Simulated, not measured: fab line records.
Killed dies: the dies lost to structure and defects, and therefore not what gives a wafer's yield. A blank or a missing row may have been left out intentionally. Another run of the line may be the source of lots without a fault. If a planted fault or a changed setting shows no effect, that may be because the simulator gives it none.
A struck lot beside a sound one	flow sky130	15 steps out of a route of 708
Sound: these wafers, L953.3, L953.4, L953.6. Wafers L958.1, L958.2, L958.4 were the ones struck. Last of all comes the cause.
At each step with rows: each side's tool, then ch and its chambers, then its first start. Under that, the readings that differ: sound wafers	struck wafers	difference of the means	sigmas: that difference in standard deviations of wafers without a fault.
alike: same words and numbers on both sides, and readings whose means sit less than 2 such deviations apart. not compared: any withheld reading, any reading some wafer has no value for, any bound like >300 that may hide the same value, and any number with overlapping values for which the record gives no deviation.
The two part at a step that has a row with sigmas, a row that says differs or no value, or rows on one side only. Numbers that have no deviation but don't overlap get no sigmas and don't part them. Lack of a reading on every wafer of one side parts them only where that side has two or more wafers.

SKY_POLY_GATE_THK_MEAS_01:
  sound on filmMetro-03 at day 16 12:09; struck on filmMetro-03 at day 18 07:46
  alike: POLY_GATE_CVD_00_THK
then, 8 steps without rows for these wafers: SKY_RES_PROTECT_DEHYDRATE_00 (time 60 s); SKY_RES_PROTECT_HMDS_01 (prime time 60 s); SKY_RES_PROTECT_COAT_02 (resist thk 1140 nm); SKY_RES_PROTECT_SOFTBAKE_03 (time 60 s); SKY_RES_PROTECT_EXPOSE_04 (exposes mask RPM, target cd 1270 nm); SKY_RES_PROTECT_PEB_05; SKY_RES_PROTECT_DEVELOP_06 (develop time 60 s); SKY_POLY_GATE_IMPLANT_02.
SKY_RES_PROTECT_STRIP_07: strips in O2/N2.
  sound on plasmaAsher-04 ch 0,1, day 17 17:07; struck on plasmaAsher-01 ch 0,1, day 19 14:41
reading	sound	struck	difference	sigmas
drypumpMotorCurrentA (A)	4.9 5.4 4.9	6.0 5.5 6.0	+0.8	+2
  alike: oesProductAu, stripTimeToEndpointS
  not compared: rfHoursCounterH
SKY_RES_PROTECT_TW_MEAS_08:
  sound on filmMetro-01 at day 17 17:13; struck on filmMetro-03 at day 19 14:47
  alike: POLY_GATE_TW
then, 1 step without rows for these wafers: SKY_RES_PROTECT_CLEAN_09 (cleans in SC1/SC2, time 150 s).
SKY_POLY_GATE_CVD_03: deposits Si3N4 from DCS/NH3, target thk 75 nm, time 1290 s.
  sound on lpcvd-02 ch 1, day 17 17:19; struck on lpcvd-02 ch 1, day 19 14:53
reading	sound	struck	difference	sigmas
model.Si3N4_of_POLY_GATE_CVD_03.thkNm (nm)	75.2 75.66 74.64	107.3 107.4 107.4	+32.2	
  alike: spikeTcTopC, zonePowerCentrePct
SKY_POLY_GATE_THK_MEAS_04:
  sound on filmMetro-01 at day 17 18:41; struck on filmMetro-03 at day 19 16:29
reading	sound	struck	difference	sigmas
POLY_GATE_CVD_03_THK (nm)	75.2 75.7 74.7	107.4 107.4 107.4	+32.2	+56
  not compared: hold
SKY_PAD_OPEN_PROBE_99:
  rows exist in the record for the sound wafers here (prober-02, day 47 14:49), none for the struck ones

WHERE THEY PART
At SKY_RES_PROTECT_STRIP_07 first; at SKY_PAD_OPEN_PROBE_99 last (within this record only).

WHY: what the simulator had put in
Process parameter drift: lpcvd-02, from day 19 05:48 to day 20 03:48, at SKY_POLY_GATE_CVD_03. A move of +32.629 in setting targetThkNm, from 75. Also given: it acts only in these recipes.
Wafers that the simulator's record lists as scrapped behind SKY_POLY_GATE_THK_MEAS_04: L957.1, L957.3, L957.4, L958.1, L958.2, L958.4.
